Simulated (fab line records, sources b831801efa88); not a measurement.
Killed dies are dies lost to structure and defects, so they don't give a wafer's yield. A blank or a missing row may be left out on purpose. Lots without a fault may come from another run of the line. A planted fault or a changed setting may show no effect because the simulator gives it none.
Which tool did it? | flow sky130 | 12 lots, 36 wafers sampled, at 3 steps of a route of 708

WHAT THE GAUGES READ, wafer by wafer
SKY_CAP2M_OVL_MEAS_12. Usual: CAP2M_OVL 0.8 nm, standard deviation 1.2.
lot  | measured     | on         | CAP2M_OVL (nm) | flag
L599 | day 41 10:35 | overlay-01 | 1.6 2.5 1.5    |
L600 | day 41 17:25 | overlay-02 | 2.4 0.1 0.6    |
L601 | day 42 02:22 | overlay-02 | 0.5 1.1 1.3    |
L603 | day 42 19:36 | overlay-02 | -0.9 1.2 2.1   |
L604 | day 42 22:46 | overlay-02 | -1.4 -0.6 -1.1 |
L605 | day 43 13:11 | overlay-02 | 1.3 1.1 0.6    |
L606 | day 44 01:20 | overlay-01 | -0.7 -1.1 1.7  |
L608 | day 44 04:08 | overlay-01 | 0.4 0.2 1.9    |
L607 | day 44 05:53 | overlay-01 | 3.1 0.9 2.4    |
L616 | day 46 01:31 | overlay-01 | 1.3 1.0 3.7    |
L617 | day 46 09:38 | overlay-02 | 1.2 0.9 -0.7   |
L618 | day 46 12:05 | overlay-02 | -0.4 1.0 0.5   |

SKY_VIA4_THK_MEAS_01. Usual: VIA4_HDPCVD_THK 1752 nm, standard deviation 20.
lot  | measured     | on            | VIA4_HDPCVD_THK (nm) | flag
L599 | day 42 12:05 | film_metro-02 | 1734 1742 1756       |
L600 | day 42 18:20 | film_metro-01 | 1762 1760 1731       |
L601 | day 43 03:37 | film_metro-02 | 1749 1772 1746       |
L603 | day 43 20:06 | film_metro-01 | 1787 1770 1765       |
L604 | day 43 23:17 | film_metro-01 | 1746 1729 1719       |
L605 | day 44 14:01 | film_metro-02 | 1749 1745 1790       |
L606 | day 45 00:59 | film_metro-01 | 1750 1720 1735       |
L608 | day 45 04:13 | film_metro-02 | 1767 1762 1764       |
L607 | day 45 05:38 | film_metro-02 | 1755 1746 1753       |
L616 | day 46 23:31 | film_metro-04 | 1757 1782 1782       |
L617 | day 47 08:27 | film_metro-01 | 1737 1713 1741       |
L618 | day 47 10:25 | film_metro-04 | 1736 1737 1749       |

WHICH TOOL RAN EACH LOT (tool, then ch and the chambers of the sampled wafers, then the start)
lot  | SKY_METAL4_STRIP_19
L599 | plasma_asher-02 ch 0,1, day 42 11:16
L600 | plasma_asher-04 ch 0,1, day 42 17:33
L601 | plasma_asher-04 ch 0,1, day 43 02:51
L603 | plasma_asher-04 ch 0,1, day 43 19:19
L604 | plasma_asher-01 ch 0,1, day 43 22:26
L605 | plasma_asher-01 ch 0,1, day 44 13:09
L606 | plasma_asher-01 ch 0,1, day 45 00:13
L608 | plasma_asher-04 ch 0,1, day 45 03:25
L607 | plasma_asher-01 ch 0,1, day 45 04:48
L616 | plasma_asher-01 ch 1, day 46 22:45
L617 | plasma_asher-01 ch 0,1, day 47 07:28
L618 | plasma_asher-01 ch 1, day 47 09:37
- SKY_METAL4_STRIP_19: strips in O2/N2.

WHAT THE TOOLS THEMSELVES READ (means of the sampled wafers that have a number; where no wafer has one, the mark that the record gives instead)
SKY_METAL4_STRIP_19. Usual: drypump_motor_current_A 5.45 A, standard deviation 0.28; oes_product_au 0.501 a.u., standard deviation 0.0058; strip_time_to_endpoint_s 6.50 s, standard deviation 0.1.
lot  | tool            | drypump_motor_current_A (A) | oes_product_au (a.u.) | strip_time_to_endpoint_s (s) | flag
L599 | plasma_asher-02 | 5.07                        | 0.500                 | 6.48                         |
L600 | plasma_asher-04 | 5.54                        | 0.505                 | 6.72                         |
L601 | plasma_asher-04 | 5.54                        | 0.490                 | 6.36                         |
L603 | plasma_asher-04 | 5.53                        | 0.499                 | 6.38                         |
L604 | plasma_asher-01 | 5.53                        | 0.504                 | 6.45                         |
L605 | plasma_asher-01 | 5.73                        | 0.498                 | 6.43                         |
L606 | plasma_asher-01 | 5.55                        | 0.500                 | 6.39                         |
L608 | plasma_asher-04 | 5.54                        | 0.498                 | 6.46                         |
L607 | plasma_asher-01 | 5.73                        | 0.502                 | 6.51                         |
L616 | plasma_asher-01 | 5.36                        | 0.503                 | 6.54                         |
L617 | plasma_asher-01 | 5.54                        | 0.504                 | 6.60                         |
L618 | plasma_asher-01 | 5.33                        | 0.498                 | 6.41                         |

THE ANSWER, worked out from the rows above alone
Rule: a lot is off if the mean of its wafers that have a number lies more than 3 standard deviations from the usual mean. A lot without any number at a reading at which 4 lots or more have one is off too. The other lots that the step has rows for count as sound. The gauges are gone through in route order, then the tools' own readings, and for those a lot's mean is taken as printed above. The first step at which some lot is off is used, and at that step the reading that is off furthest; a lot without a number counts as furthest.
No lot is off at any reading shown: from this, nothing can be told.

WHAT THE SIMULATOR HAD PUT IN
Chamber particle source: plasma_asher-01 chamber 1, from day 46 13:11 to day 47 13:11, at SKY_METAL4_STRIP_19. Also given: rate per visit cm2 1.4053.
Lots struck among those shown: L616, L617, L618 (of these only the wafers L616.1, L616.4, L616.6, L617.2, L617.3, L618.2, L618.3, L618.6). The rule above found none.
